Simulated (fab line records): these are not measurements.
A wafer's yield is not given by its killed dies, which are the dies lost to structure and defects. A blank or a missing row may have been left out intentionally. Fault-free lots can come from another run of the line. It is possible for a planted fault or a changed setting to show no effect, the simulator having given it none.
Which tool did it? | flow gf180mcu | Sampling: 24 lots, 72 wafers, 4 of 602 route steps

WHAT THE GAUGES SHOWED, per wafer
GF_V3_RS_MEAS_24: measurement is done with a four-point probe. Usual: V3_W_RS typically reads 0.327 ohm/sq, with standard deviation 0.0039.
lot  | measured     | on           | V3_W_RS (ohm/sq)  | flag
L074 | day 22 17:55 | filmMetro-02 | 0.333 0.340 0.334 | 
L075 | day 23 16:17 | filmMetro-03 | 0.323 0.327 0.328 | 
L077 | day 24 05:14 | filmMetro-01 | 0.324 0.322 0.326 | 
L076 | day 24 11:11 | filmMetro-02 | 0.321 0.329 0.325 | 
L078 | day 24 16:32 | filmMetro-03 | 0.327 0.329 0.331 | 
L079 | day 24 20:58 | filmMetro-03 | 0.335 0.327 0.329 | 
L080 | day 25 11:41 | filmMetro-01 | 0.326 0.329 0.323 | 
L082 | day 26 06:33 | filmMetro-01 | 0.325 0.329 0.327 | 
L081 | day 26 08:07 | filmMetro-03 | 0.331 0.324 0.325 | 
L084 | day 26 11:21 | filmMetro-02 | 0.323 0.325 0.324 | 
L083 | day 26 12:24 | filmMetro-02 | 0.328 0.329 0.326 | 
L085 | day 26 15:44 | filmMetro-01 | 0.327 0.324 0.324 | 
L086 | day 27 06:20 | filmMetro-03 | 0.324 0.323 0.330 | 
L087 | day 27 11:24 | filmMetro-01 | 0.328 0.331 0.332 | 
L088 | day 27 17:03 | filmMetro-01 | 0.326 0.323 0.318 | 
L089 | day 28 01:32 | filmMetro-02 | 0.331 0.332 0.332 | 
L090 | day 28 11:26 | filmMetro-03 | 0.328 0.328 0.326 | 
L091 | day 28 11:51 | filmMetro-02 | 0.321 0.325 0.321 | 
L092 | day 29 05:37 | filmMetro-01 | 0.326 0.328 0.327 | 
L093 | day 29 07:15 | filmMetro-03 | 0.331 0.319 0.328 | 
L094 | day 29 12:28 | filmMetro-02 | 0.320 0.324 0.331 | 
L095 | day 29 20:23 | filmMetro-01 | 0.327 0.331 0.326 | 
L096 | day 30 02:28 | filmMetro-03 | 0.327 0.328 0.328 | 
L097 | day 30 07:00 | filmMetro-01 | 0.328 0.322 0.329 | 

GF_V3_THK_MEAS_25: measures by xrf. Usual: V3_W_THK typically reads 342 nm, with standard deviation 5.4.
lot  | measured     | on           | V3_W_THK (nm) | flag
L074 | day 22 18:02 | filmMetro-02 | 330 324 328   | 
L075 | day 23 16:25 | filmMetro-03 | 348 344 346   | 
L077 | day 24 05:22 | filmMetro-01 | 347 346 346   | 
L076 | day 24 11:19 | filmMetro-02 | 348 340 346   | 
L078 | day 24 16:40 | filmMetro-03 | 337 339 335   | 
L079 | day 24 21:05 | filmMetro-03 | 332 338 336   | 
L080 | day 25 11:48 | filmMetro-01 | 347 342 346   | 
L082 | day 26 06:40 | filmMetro-01 | 342 340 340   | 
L081 | day 26 08:14 | filmMetro-03 | 345 350 348   | 
L084 | day 26 11:28 | filmMetro-02 | 347 346 345   | 
L083 | day 26 12:29 | filmMetro-02 | 343 341 342   | 
L085 | day 26 15:51 | filmMetro-01 | 340 344 343   | 
L086 | day 27 06:28 | filmMetro-03 | 346 348 339   | 
L087 | day 27 11:31 | filmMetro-01 | 341 336 339   | 
L088 | day 27 17:08 | filmMetro-01 | 343 345 352   | 
L089 | day 28 01:40 | filmMetro-02 | 336 333 335   | 
L090 | day 28 11:33 | filmMetro-03 | 342 340 346   | 
L091 | day 28 11:58 | filmMetro-02 | 345 345 348   | 
L092 | day 29 05:44 | filmMetro-01 | 340 339 340   | 
L093 | day 29 07:22 | filmMetro-03 | 341 350 341   | 
L094 | day 29 12:35 | filmMetro-02 | 348 345 338   | 
L095 | day 29 20:29 | filmMetro-01 | 343 338 343   | 
L096 | day 30 02:34 | filmMetro-03 | 339 338 339   | 
L097 | day 30 07:07 | filmMetro-01 | 341 344 339   | 

EACH LOT AND THE TOOL THAT RAN IT (in order: tool; ch and the chambers of the sampled wafers; start)
lot  | GF_V1_CMP_26                  | GF_M3_SPUTTER_04
L074 | cmp-01 ch 0,3, day 18 09:31   | pvdSputter-01, day 20 14:42
L075 | cmp-01 ch 0,2,3, day 19 09:19 | pvdSputter-02, day 21 14:29
L077 | cmp-02 ch 0,1,2, day 20 01:08 | pvdSputter-03, day 22 05:04
L076 | cmp-02 ch 0,1, day 20 06:02   | pvdSputter-01, day 22 09:47
L078 | cmp-02 ch 1,2, day 20 12:58   | pvdSputter-02, day 22 16:46
L079 | cmp-02 ch 0,2,3, day 20 18:14 | pvdSputter-03, day 22 20:37
L080 | cmp-01 ch 0,1,3, day 21 07:57 | pvdSputter-03, day 23 11:39
L082 | cmp-02 ch 0,1, day 22 07:15   | pvdSputter-01, day 24 07:39
L081 | cmp-01 ch 0,1,3, day 22 07:29 | pvdSputter-02, day 24 08:45
L084 | cmp-02 ch 0,2, day 22 09:33   | pvdSputter-02, day 24 12:25
L083 | cmp-01 ch 0,1,3, day 22 12:15 | pvdSputter-01, day 24 14:08
L085 | cmp-01 ch 0,1,3, day 22 16:49 | pvdSputter-01, day 24 18:08
L086 | cmp-02 ch 0,1,2, day 23 07:58 | pvdSputter-03, day 25 08:32
L087 | cmp-01 ch 0,1, day 23 11:36   | pvdSputter-03, day 25 12:33
L088 | cmp-01 ch 0,2,3, day 23 19:10 | pvdSputter-02, day 25 18:45
L089 | cmp-01 ch 0,1,2, day 24 05:30 | pvdSputter-03, day 26 05:26
L090 | cmp-01 ch 1,2,3, day 24 14:52 | pvdSputter-03, day 26 14:47
L091 | cmp-02 ch 0,1, day 24 15:44   | pvdSputter-03, day 26 15:18
L092 | cmp-01 ch 1,2,3, day 25 09:52 | pvdSputter-03, day 27 09:38
L093 | cmp-01 ch 2,3, day 25 13:07   | pvdSputter-02, day 27 12:43
L094 | cmp-02 ch 0,3, day 25 19:52   | pvdSputter-01, day 27 18:00
L095 | cmp-01 ch 0,1,3, day 26 06:17 | pvdSputter-01, day 28 04:00
L096 | cmp-02 ch 0,2, day 26 12:01   | pvdSputter-01, day 28 09:19
L097 | cmp-02 ch 0,2,3, day 26 16:58 | pvdSputter-01, day 28 13:58
- GF_V1_CMP_26: polishes, stops on SiO2, t overpolish 15 s, target thk 0 nm.
- GF_M3_SPUTTER_04: material TiN, target thk 50 nm, time 41.7 s.

WHAT THE TOOLS THEMSELVES READ (means of the sampled wafers that have a number; where no wafer has one, the mark that the record gives instead)
GF_V1_CMP_26. Usual: motorCurrentA 10.9 A, standard deviation 0.99; overpolishRunS 14.999 s, standard deviation 0.0089; slurryFilterDpKPa 13.49 kPa, standard deviation 0.14; timeToEndpointS 83 s, standard deviation 3.2.
lot  | tool   | motorCurrentA (A) | overpolishRunS (s) | slurryFilterDpKPa (kPa) | timeToEndpointS (s) | flag
L074 | cmp-01 | 11.3              | 14.997             | 13.52                   | 90                  | 
L075 | cmp-01 | 10.8              | 15.004             | 13.45                   | 86                  | 
L077 | cmp-02 | 11.0              | 15.008             | 13.50                   | 82                  | 
L076 | cmp-02 | 12.0              | 14.999             | 13.60                   | 79                  | 
L078 | cmp-02 | 10.4              | 14.995             | 13.46                   | 84                  | 
L079 | cmp-02 | 10.5              | 14.996             | 13.50                   | 83                  | 
L080 | cmp-01 | 11.3              | 14.999             | 13.58                   | 81                  | 
L082 | cmp-02 | 11.4              | 14.995             | 13.42                   | 82                  | 
L081 | cmp-01 | 10.7              | 15.000             | 13.56                   | 82                  | 
L084 | cmp-02 | 10.3              | 14.998             | 13.57                   | 85                  | 
L083 | cmp-01 | 11.3              | 15.005             | 13.49                   | 83                  | 
L085 | cmp-01 | 11.4              | 14.999             | 13.41                   | 83                  | 
L086 | cmp-02 | 10.8              | 14.995             | 13.53                   | 82                  | 
L087 | cmp-01 | 10.5              | 15.007             | 13.40                   | 83                  | 
L088 | cmp-01 | 10.5              | 14.994             | 13.64                   | 83                  | 
L089 | cmp-01 | 10.5              | 15.004             | 13.45                   | 85                  | 
L090 | cmp-01 | 11.3              | 15.000             | 13.52                   | 81                  | 
L091 | cmp-02 | 12.0              | 15.004             | 13.44                   | 85                  | 
L092 | cmp-01 | 10.9              | 14.995             | 13.52                   | 81                  | 
L093 | cmp-01 | 10.8              | 14.992             | 13.42                   | 84                  | 
L094 | cmp-02 | 10.9              | 14.994             | 13.55                   | 86                  | 
L095 | cmp-01 | 11.2              | 15.000             | 13.46                   | 87                  | 
L096 | cmp-02 | 10.4              | 15.005             | 13.37                   | 84                  | 
L097 | cmp-02 | 10.5              | 14.999             | 13.46                   | 87                  | 

GF_M3_SPUTTER_04. Usual: throttleValvePct at 30.4 %, with a standard deviation of 1.4.
lot  | tool          | throttleValvePct (%) | flag
L074 | pvdSputter-01 | 29.6                 | 
L075 | pvdSputter-02 | 31.3                 | 
L077 | pvdSputter-03 | 31.6                 | 
L076 | pvdSputter-01 | 30.0                 | 
L078 | pvdSputter-02 | 30.0                 | 
L079 | pvdSputter-03 | 30.1                 | 
L080 | pvdSputter-03 | 30.2                 | 
L082 | pvdSputter-01 | 29.2                 | 
L081 | pvdSputter-02 | 30.0                 | 
L084 | pvdSputter-02 | 30.5                 | 
L083 | pvdSputter-01 | 29.4                 | 
L085 | pvdSputter-01 | 29.9                 | 
L086 | pvdSputter-03 | 31.4                 | 
L087 | pvdSputter-03 | 31.0                 | 
L088 | pvdSputter-02 | 30.5                 | 
L089 | pvdSputter-03 | 30.8                 | 
L090 | pvdSputter-03 | 31.7                 | 
L091 | pvdSputter-03 | 32.3                 | 
L092 | pvdSputter-03 | 30.9                 | 
L093 | pvdSputter-02 | 30.5                 | 
L094 | pvdSputter-01 | 29.6                 | 
L095 | pvdSputter-01 | 30.1                 | 
L096 | pvdSputter-01 | 29.3                 | 
L097 | pvdSputter-01 | 28.9                 | 

THE ANSWER, worked out from the rows above alone
Rule: a lot is off if the mean of its wafers that have a number lies more than 3 standard deviations from the usual mean. A lot without any number at a reading at which 4 lots or more have one is off too. The other lots that the step has rows for count as sound. First the gauges in route order, then the tools' own readings, where a lot's mean is used as printed above. The first step at which some lot is off is used, and at that step the reading that is off furthest; a lot without a number counts as furthest.
None of the lots is off at any reading shown; this tells nothing.

WHAT THE SIMULATOR HAD PUT IN
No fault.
